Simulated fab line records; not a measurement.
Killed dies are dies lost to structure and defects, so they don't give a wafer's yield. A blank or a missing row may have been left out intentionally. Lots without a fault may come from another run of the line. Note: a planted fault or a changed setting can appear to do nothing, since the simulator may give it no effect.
The tool behind it: which one? ; flow gf180mcu ; 11 lots, 33 wafers sampled, at 6 steps of a route of 602

WHAT THE GAUGES SHOWED, per wafer
GF_STI_THK_MEAS_04.
lot;measured;on;STI_CVD_03_THK (nm)
L444;day 1 14:34;film-metro-01;207.8 208.2 205.6
L445;day 1 20:10;film-metro-01;207.8 206.6 207.1
L447;day 2 06:53;film-metro-04;206.0 208.3 207.7
L450;day 2 21:29;film-metro-04;204.6 205.8 204.8
L452;day 3 06:19;film-metro-01;206.2 208.2 205.5
L456;day 4 01:43;film-metro-01;207.3 206.5 207.6
L461;day 5 03:58;film-metro-01;233.3 234.2 234.4
L462;day 5 08:17;film-metro-02;233.7 233.8 234.1
L465;day 5 22:34;film-metro-02;207.3 208.9 207.3
L466;day 6 03:37;film-metro-01;206.7 206.1 205.1
L467;day 6 08:35;film-metro-01;202.4 204.3 202.0

GF_MVPSD_TW_MEAS_11.
lot;measured;on;MVPSD_TW
L444;day 5 02:59;film-metro-04;546 546 541
L445;day 5 05:53;film-metro-03;552 552 554
L447;day 5 19:23;film-metro-02;562 558 558
L450;day 6 14:20;film-metro-04;547 547 542
L452;day 7 00:35;film-metro-03;551 551 545
L456;day 8 00:19;film-metro-03;553 549 546
L461;day 9 06:53;film-metro-03;550 553 551
L462;day 9 11:28;film-metro-02;558 553 557
L465;day 10 05:23;film-metro-03;547 547 550
L466;day 10 11:10;film-metro-03;544 549 549
L467;day 10 17:27;film-metro-02;558 558 558

GF_VT_IMPLANT_OVL_MEAS_18.
lot;measured;on;VT_IMPLANT_01_OVL (nm)
L444;day 6 07:19;overlay-02;0.5 1.8 -0.1
L445;day 6 10:36;overlay-02;0.1 0.3 0.5
L447;day 7 00:39;overlay-01;-2.1 -1.8 0.8
L450;day 7 21:44;overlay-02;0.3 1.2 0.2
L452;day 8 08:53;overlay-01;0.4 0.9 -0.4
L456;day 9 09:13;overlay-02;1.3 1.0 0.6
L461;day 10 18:02;overlay-01;-1.6 -0.5 -1.8
L462;day 10 22:47;overlay-02;-0.7 -2.1 -1.6
L465;day 11 18:04;overlay-01;-1.5 -2.1 -1.0
L466;day 12 00:05;overlay-01;-0.4 1.2 1.3
L467;day 12 06:22;overlay-02;0.2 0.0 1.8

WHAT TOOL EACH LOT RAN ON (gives the tool, then ch and the chambers of the sampled wafers, and finally the start)
lot;GF_STI_CVD_03;GF_STI_ETCH_13;GF_MVSD_STRIP_10
L444;lpcvd-02 ch 1, day 1 11:34;rie-diel-03 ch 0,1, day 2 02:07;plasma-asher-01 ch 0,1, day 4 12:40
L445;lpcvd-01 ch 0, day 1 17:10;rie-diel-03 ch 0,1,3, day 2 07:31;plasma-asher-01 ch 0,1, day 4 15:32
L447;lpcvd-02 ch 1, day 2 04:55;rie-diel-01 ch 0,1,2, day 2 18:53;plasma-asher-02 ch 0, day 5 04:56
L450;lpcvd-02 ch 1, day 2 19:29;rie-diel-03 ch 0,2,3, day 3 10:07;plasma-asher-01 ch 0,1, day 5 22:35
L452;lpcvd-02 ch 0, day 3 04:20;rie-diel-03 ch 0,3, day 3 18:55;plasma-asher-01 ch 0,1, day 6 08:50
L456;lpcvd-01 ch 1, day 3 23:41;rie-diel-03 ch 0,1, day 4 15:23;plasma-asher-04 ch 0,1, day 7 07:56
L461;lpcvd-01 ch 0, day 5 01:58;rie-diel-02 ch 0,1,2, day 5 17:34;plasma-asher-04 ch 0,1, day 8 12:58
L462;lpcvd-01 ch 0, day 5 06:18;rie-diel-02 ch 0,1,3, day 5 22:23;plasma-asher-02 ch 0,1, day 8 17:35
L465;lpcvd-01 ch 1, day 5 20:34;rie-diel-03 ch 0,1,3, day 6 13:35;plasma-asher-02 ch 0,1, day 9 11:33
L466;lpcvd-02 ch 0, day 6 01:37;rie-diel-03 ch 0,1,2, day 6 18:53;plasma-asher-01 ch 0,1, day 9 17:04
L467;lpcvd-02 ch 1, day 6 06:34;rie-diel-02 ch 1,2, day 6 23:29;plasma-asher-01 ch 0,1, day 9 23:25
- GF_STI_CVD_03: deposits Si3N4 from DCS/NH3, target thk 207.16 nm, time 3551 s.
- GF_STI_ETCH_13: etches the open film in CHF3/O2, stops on Si, target depth 282.31 nm, time 112.9 s.
- GF_MVSD_STRIP_10: strips in O2/N2.

WHAT THE TOOLS THEMSELVES READ (means of the sampled wafers that have a number; where no wafer has one, the mark that the record gives instead)
GF_STI_CVD_03.
lot;tool;spike-tc-bottom-C (C);spike-tc-centre-C (C);spike-tc-lower-C (C);spike-tc-upper-C (C);susceptor-temp-C (C)
L444;lpcvd-02;790.1;770.5;768.9;769.4;769.7
L445;lpcvd-01;791.7;769.3;772.0;769.3;770.1
L447;lpcvd-02;789.8;771.2;769.0;770.3;770.2
L450;lpcvd-02;789.2;771.0;769.2;770.0;769.9
L452;lpcvd-02;787.6;771.1;771.1;770.2;770.1
L456;lpcvd-01;787.9;769.1;771.0;770.3;770.4
L461;lpcvd-01;798.8;776.0;778.5;775.0;776.4
L462;lpcvd-01;798.3;776.7;778.4;775.3;776.3
L465;lpcvd-01;787.7;769.9;770.5;770.5;770.3
L466;lpcvd-02;787.6;771.6;771.4;770.9;770.0
L467;lpcvd-02;789.9;771.1;769.3;769.0;770.1

GF_STI_ETCH_13.
lot;tool;bias-w (W);drypump-motor-current-A (A);oes-product-au (a.u.);throttle-valve-pct (%)
L444;rie-diel-03;200.4;5.4;0.836;8.816
L445;rie-diel-03;200.4;5.3;0.836;8.802
L447;rie-diel-01;199.8;6.1;0.839;8.811
L450;rie-diel-03;200.2;5.6;0.831;8.805
L452;rie-diel-03;199.8;5.2;0.829;8.807
L456;rie-diel-03;200.2;5.5;0.834;8.810
L461;rie-diel-02;199.8;5.9;0.897;8.825
L462;rie-diel-02;200.3;5.9;0.891;8.821
L465;rie-diel-03;200.0;5.3;0.830;8.804
L466;rie-diel-03;199.8;5.7;0.825;8.807
L467;rie-diel-02;200.0;5.9;0.828;8.801

GF_MVSD_STRIP_10.
lot;tool;drypump-motor-current-A (A);heater-power-w (W);oes-product-au (a.u.);strip-time-to-endpoint-s (s)
L444;plasma-asher-01;5.85;331;0.723;36.80
L445;plasma-asher-01;5.85;328;0.720;36.99
L447;plasma-asher-02;6.08;310;0.724;36.99
L450;plasma-asher-01;5.85;327;0.719;37.01
L452;plasma-asher-01;5.90;352;0.726;37.06
L456;plasma-asher-04;5.49;329;0.727;36.97
L461;plasma-asher-04;5.46;328;0.725;37.01
L462;plasma-asher-02;5.88;322;0.718;36.91
L465;plasma-asher-02;5.70;325;0.723;36.91
L466;plasma-asher-01;5.85;325;0.724;37.08
L467;plasma-asher-01;5.87;353;0.723;37.06

THE ANSWER, worked out from the rows above alone
Rule: what is usual is taken from the lots themselves. The widest of any qualifying gaps counts: lots, ordered by their means at a reading, are off when they make up no more than a third of the lots, leave a main group of 4 or more, and stand apart from it by 3 or more times the standard deviation of that group's means. If all means in a main group match to the digits the tables above print for the reading, that group is not used. Also off: a lot with no number at a reading for which 4 or more lots have one. All remaining lots with rows at the step are treated as sound. Order of review: gauges by route order, followed by the tools' own readings, for which a lot's mean as printed above is used. The first step at which some lot is off is used, and at that step the reading that is off furthest; a lot without a number counts as furthest.
Off: at GF_STI_THK_MEAS_04 (STI_CVD_03_THK), L461, L462. For the main group the mean is 206.4 nm and the standard deviation 1.5.
A tool fits if, at a process step before that reading, it ran every lot that is off, and no sound lot after the first of them. Not tried: the gauges at GF_STI_THK_MEAS_04; whatever is off there is also off at GF_STI_CVD_03, on other tools, and gauge error can't account for it. Not one of the candidates tried fits.

WHAT WAS PUT IN BY THE SIMULATOR
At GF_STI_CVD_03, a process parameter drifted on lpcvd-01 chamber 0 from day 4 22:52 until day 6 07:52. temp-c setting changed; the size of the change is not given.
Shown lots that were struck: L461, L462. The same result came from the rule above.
